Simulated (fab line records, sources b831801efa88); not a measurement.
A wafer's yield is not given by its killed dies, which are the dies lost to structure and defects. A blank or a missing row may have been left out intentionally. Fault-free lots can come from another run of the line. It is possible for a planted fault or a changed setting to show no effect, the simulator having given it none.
Which tool was responsible? :: flow gf180mcu :: Sampling: 14 lots, 42 wafers, 4 of 602 route steps

WHAT THE GAUGES SHOWED, per wafer
No reading from a measuring or inspecting step in the record can be judged against a usual standard deviation.

WHICH TOOL RAN EACH LOT (tool, then ch and the chambers of the sampled wafers, then the start)
lot: L131
GF_PSD_CLEAN_12: wet_bench-03 ch 0, day 14 07:43
GF_M3_SPUTTER_02: pvd_sputter-02, day 20 11:12
GF_V4_CMP_04: cmp-02 ch 0,1, day 23 16:00
GF_V4_SPUTTER_21: pvd_sputter-04, day 24 17:01

lot: L132
GF_PSD_CLEAN_12: wet_bench-03 ch 1, day 14 09:30
GF_M3_SPUTTER_02: pvd_sputter-03, day 20 14:31
GF_V4_CMP_04: cmp-02 ch 1,2,3, day 23 17:47
GF_V4_SPUTTER_21: pvd_sputter-02, day 24 17:01

lot: L133
GF_PSD_CLEAN_12: wet_bench-03 ch 0, day 14 21:40
GF_M3_SPUTTER_02: pvd_sputter-01, day 21 01:31
GF_V4_CMP_04: cmp-02 ch 0,1, day 24 02:50
GF_V4_SPUTTER_21: pvd_sputter-02, day 25 02:11

lot: L134
GF_PSD_CLEAN_12: wet_bench-02 ch 0, day 15 04:16
GF_M3_SPUTTER_02: pvd_sputter-03, day 21 09:40
GF_V4_CMP_04: cmp-02 ch 1,2,3, day 24 11:45
GF_V4_SPUTTER_21: pvd_sputter-01, day 25 10:50

lot: L135
GF_PSD_CLEAN_12: wet_bench-01 ch 2, day 15 12:38
GF_M3_SPUTTER_02: pvd_sputter-03, day 21 19:36
GF_V4_CMP_04: cmp-02 ch 0,2, day 24 20:17
GF_V4_SPUTTER_21: pvd_sputter-02, day 25 19:08

lot: L137
GF_PSD_CLEAN_12: wet_bench-02 ch 1, day 16 09:14
GF_M3_SPUTTER_02: pvd_sputter-01, day 22 17:57
GF_V4_CMP_04: cmp-02 ch 0,2,3, day 25 16:52
GF_V4_SPUTTER_21: pvd_sputter-04, day 26 15:03

lot: L136
GF_PSD_CLEAN_12: wet_bench-03 ch 1, day 16 11:07
GF_M3_SPUTTER_02: pvd_sputter-01, day 22 19:30
GF_V4_CMP_04: cmp-01 ch 0,3, day 25 18:41
GF_V4_SPUTTER_21: pvd_sputter-04, day 26 16:57

lot: L138
GF_PSD_CLEAN_12: wet_bench-03 ch 3, day 16 19:05
GF_M3_SPUTTER_02: pvd_sputter-01, day 23 02:28
GF_V4_CMP_04: cmp-01 ch 2,3, day 26 02:05
GF_V4_SPUTTER_21: pvd_sputter-04, day 26 23:43

lot: L139
GF_PSD_CLEAN_12: wet_bench-02 ch 0, day 17 03:32
GF_M3_SPUTTER_02: pvd_sputter-02, day 23 08:48
GF_V4_CMP_04: cmp-02 ch 0,2, day 26 05:53
GF_V4_SPUTTER_21: pvd_sputter-01, day 27 03:54

lot: L140
GF_PSD_CLEAN_12: wet_bench-03 ch 0, day 17 16:08
GF_M3_SPUTTER_02: pvd_sputter-03, day 24 00:20
GF_V4_CMP_04: cmp-02 ch 1,2,3, day 26 21:56
GF_V4_SPUTTER_21: pvd_sputter-02, day 27 19:04

lot: L141
GF_PSD_CLEAN_12: wet_bench-02 ch 2, day 18 01:28
GF_M3_SPUTTER_02: pvd_sputter-03, day 24 09:26
GF_V4_CMP_04: cmp-02 ch 0,1,3, day 27 04:58
GF_V4_SPUTTER_21: pvd_sputter-04, day 28 01:46

lot: L143
GF_PSD_CLEAN_12: wet_bench-03 ch 3, day 18 16:19
GF_M3_SPUTTER_02: pvd_sputter-01, day 24 22:27
GF_V4_CMP_04: cmp-02 ch 0,3, day 27 17:18
GF_V4_SPUTTER_21: pvd_sputter-02, day 28 14:48

lot: L150
GF_PSD_CLEAN_12: wet_bench-03 ch 3, day 21 11:31
GF_M3_SPUTTER_02: pvd_sputter-01, day 27 08:49
GF_V4_CMP_04: cmp-02 ch 1,2, day 30 00:05
GF_V4_SPUTTER_21: pvd_sputter-02, day 30 20:03

lot: L152
GF_PSD_CLEAN_12: wet_bench-03 ch 0, day 21 19:13
GF_M3_SPUTTER_02: pvd_sputter-02, day 27 16:06
GF_V4_CMP_04: cmp-02 ch 1,2,3, day 30 05:44
GF_V4_SPUTTER_21: pvd_sputter-02, day 31 00:58
- GF_PSD_CLEAN_12: cleans in SC1/SC2, time 150 s.
- GF_M3_SPUTTER_02: material AlCu, target thk 450 nm, time 23.9 s.
- GF_V4_CMP_04: polishes SiO2.
- GF_V4_SPUTTER_21: material Ti, target thk 15 nm, time 80.02 s.

AS READ BY THE TOOLS THEMSELVES (means over the sampled wafers that have a number; for cases with no such wafer, the mark the record gives instead)
GF_PSD_CLEAN_12. Usual: run_length_s at 178 s, with a standard deviation of 3.6.
lot: L131
tool: wet_bench-03
run_length_s (s): 176
flag: 

lot: L132
tool: wet_bench-03
run_length_s (s): 176
flag: 

lot: L133
tool: wet_bench-03
run_length_s (s): 185
flag: 

lot: L134
tool: wet_bench-02
run_length_s (s): 174
flag: 

lot: L135
tool: wet_bench-01
run_length_s (s): 183
flag: 

lot: L137
tool: wet_bench-02
run_length_s (s): 176
flag: 

lot: L136
tool: wet_bench-03
run_length_s (s): 177
flag: 

lot: L138
tool: wet_bench-03
run_length_s (s): 178
flag: 

lot: L139
tool: wet_bench-02
run_length_s (s): 174
flag: 

lot: L140
tool: wet_bench-03
run_length_s (s): 176
flag: 

lot: L141
tool: wet_bench-02
run_length_s (s): 175
flag: 

lot: L143
tool: wet_bench-03
run_length_s (s): 183
flag: 

lot: L150
tool: wet_bench-03
run_length_s (s): 41
flag: OFF

lot: L152
tool: wet_bench-03
run_length_s (s): 42
flag: OFF

GF_M3_SPUTTER_02. Usual: throttle_valve_pct at 30.6 %, with a standard deviation of 1.1.
lot: L131
tool: pvd_sputter-02
throttle_valve_pct (%): 30.7
flag: 

lot: L132
tool: pvd_sputter-03
throttle_valve_pct (%): 30.0
flag: 

lot: L133
tool: pvd_sputter-01
throttle_valve_pct (%): 30.5
flag: 

lot: L134
tool: pvd_sputter-03
throttle_valve_pct (%): 30.5
flag: 

lot: L135
tool: pvd_sputter-03
throttle_valve_pct (%): 29.8
flag: 

lot: L137
tool: pvd_sputter-01
throttle_valve_pct (%): 31.9
flag: 

lot: L136
tool: pvd_sputter-01
throttle_valve_pct (%): 32.0
flag: 

lot: L138
tool: pvd_sputter-01
throttle_valve_pct (%): 32.0
flag: 

lot: L139
tool: pvd_sputter-02
throttle_valve_pct (%): 29.1
flag: 

lot: L140
tool: pvd_sputter-03
throttle_valve_pct (%): 30.0
flag: 

lot: L141
tool: pvd_sputter-03
throttle_valve_pct (%): 30.0
flag: 

lot: L143
tool: pvd_sputter-01
throttle_valve_pct (%): 30.7
flag: 

lot: L150
tool: pvd_sputter-01
throttle_valve_pct (%): 31.4
flag: 

lot: L152
tool: pvd_sputter-02
throttle_valve_pct (%): 30.4
flag: 

GF_V4_CMP_04. Usual: motor_current_A 12.1 A, standard deviation 1.5; retaining_ring_pressure_frac 0.999, standard deviation 0.0048; time_to_endpoint_s 81 s, standard deviation 5.4.
lot: L131
tool: cmp-02
motor_current_A (A): 12.7
retaining_ring_pressure_frac: 1.004
time_to_endpoint_s (s): 80
flag: 

lot: L132
tool: cmp-02
motor_current_A (A): 11.5
retaining_ring_pressure_frac: 0.998
time_to_endpoint_s (s): 82
flag: 

lot: L133
tool: cmp-02
motor_current_A (A): 12.7
retaining_ring_pressure_frac: 0.995
time_to_endpoint_s (s): 78
flag: 

lot: L134
tool: cmp-02
motor_current_A (A): 11.2
retaining_ring_pressure_frac: 0.999
time_to_endpoint_s (s): 86
flag: 

lot: L135
tool: cmp-02
motor_current_A (A): 12.2
retaining_ring_pressure_frac: 1.003
time_to_endpoint_s (s): 81
flag: 

lot: L137
tool: cmp-02
motor_current_A (A): 12.5
retaining_ring_pressure_frac: 1.002
time_to_endpoint_s (s): 77
flag: 

lot: L136
tool: cmp-01
motor_current_A (A): 12.5
retaining_ring_pressure_frac: 1.005
time_to_endpoint_s (s): 83
flag: 

lot: L138
tool: cmp-01
motor_current_A (A): 12.3
retaining_ring_pressure_frac: 0.996
time_to_endpoint_s (s): 78
flag: 

lot: L139
tool: cmp-02
motor_current_A (A): 12.9
retaining_ring_pressure_frac: 1.003
time_to_endpoint_s (s): 79
flag: 

lot: L140
tool: cmp-02
motor_current_A (A): 11.3
retaining_ring_pressure_frac: 1.002
time_to_endpoint_s (s): 84
flag: 

lot: L141
tool: cmp-02
motor_current_A (A): 12.2
retaining_ring_pressure_frac: 0.998
time_to_endpoint_s (s): 82
flag: 

lot: L143
tool: cmp-02
motor_current_A (A): 13.3
retaining_ring_pressure_frac: 0.996
time_to_endpoint_s (s): 78
flag: 

lot: L150
tool: cmp-02
motor_current_A (A): 10.4
retaining_ring_pressure_frac: 0.996
time_to_endpoint_s (s): 89
flag: 

lot: L152
tool: cmp-02
motor_current_A (A): 11.3
retaining_ring_pressure_frac: 1.001
time_to_endpoint_s (s): 84
flag: 

GF_V4_SPUTTER_21. Usual: throttle_valve_pct at 30.5 %, with a standard deviation of 0.89.
lot: L131
tool: pvd_sputter-04
throttle_valve_pct (%): 31.0
flag: 

lot: L132
tool: pvd_sputter-02
throttle_valve_pct (%): 30.1
flag: 

lot: L133
tool: pvd_sputter-02
throttle_valve_pct (%): 30.2
flag: 

lot: L134
tool: pvd_sputter-01
throttle_valve_pct (%): 31.2
flag: 

lot: L135
tool: pvd_sputter-02
throttle_valve_pct (%): 29.9
flag: 

lot: L137
tool: pvd_sputter-04
throttle_valve_pct (%): 30.8
flag: 

lot: L136
tool: pvd_sputter-04
throttle_valve_pct (%): 30.7
flag: 

lot: L138
tool: pvd_sputter-04
throttle_valve_pct (%): 30.9
flag: 

lot: L139
tool: pvd_sputter-01
throttle_valve_pct (%): 31.2
flag: 

lot: L140
tool: pvd_sputter-02
throttle_valve_pct (%): 30.3
flag: 

lot: L141
tool: pvd_sputter-04
throttle_valve_pct (%): 31.1
flag: 

lot: L143
tool: pvd_sputter-02
throttle_valve_pct (%): 30.0
flag: 

lot: L150
tool: pvd_sputter-02
throttle_valve_pct (%): 29.9
flag: 

lot: L152
tool: pvd_sputter-02
throttle_valve_pct (%): 29.2
flag: 

THE ANSWER, worked out from the rows above alone
Rule: take the mean of a lot's wafers that have a number; if it is more than 3 standard deviations from the usual mean, the lot is off. A lot without any number at a reading at which 4 lots or more have one is off too. Any other lot the step has rows for is counted as sound. First the gauges in route order, then the tools' own readings, where a lot's mean is used as printed above. The first step at which some lot is off is used, and at that step the reading that is off furthest; a lot without a number counts as furthest.
Off: L150, L152, at GF_PSD_CLEAN_12 (run_length_s).
A tool fits if, at that step or a process step before it, it ran every lot that is off, and no sound lot after the first of them. One fits: GF_PSD_CLEAN_12 on wet_bench-03. A fault onset in the window from L143 (day 18 16:19, its last sound lot) to L150 (day 21 11:31, its first lot off) fits.
The tool's own readings at GF_PSD_CLEAN_12 bear it out: on the lots that are off they differ by more than 5 times the standard deviation of the sound lots' means. run_length_s reads 42 s there against 178 s on the sound lots.

WHAT HAD BEEN PUT IN BY THE SIMULATOR
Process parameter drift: wet_bench-03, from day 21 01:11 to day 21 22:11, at GF_PSD_CLEAN_12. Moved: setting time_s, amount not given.
Shown lots that were struck: L150, L152. This agrees with what the rule above found.
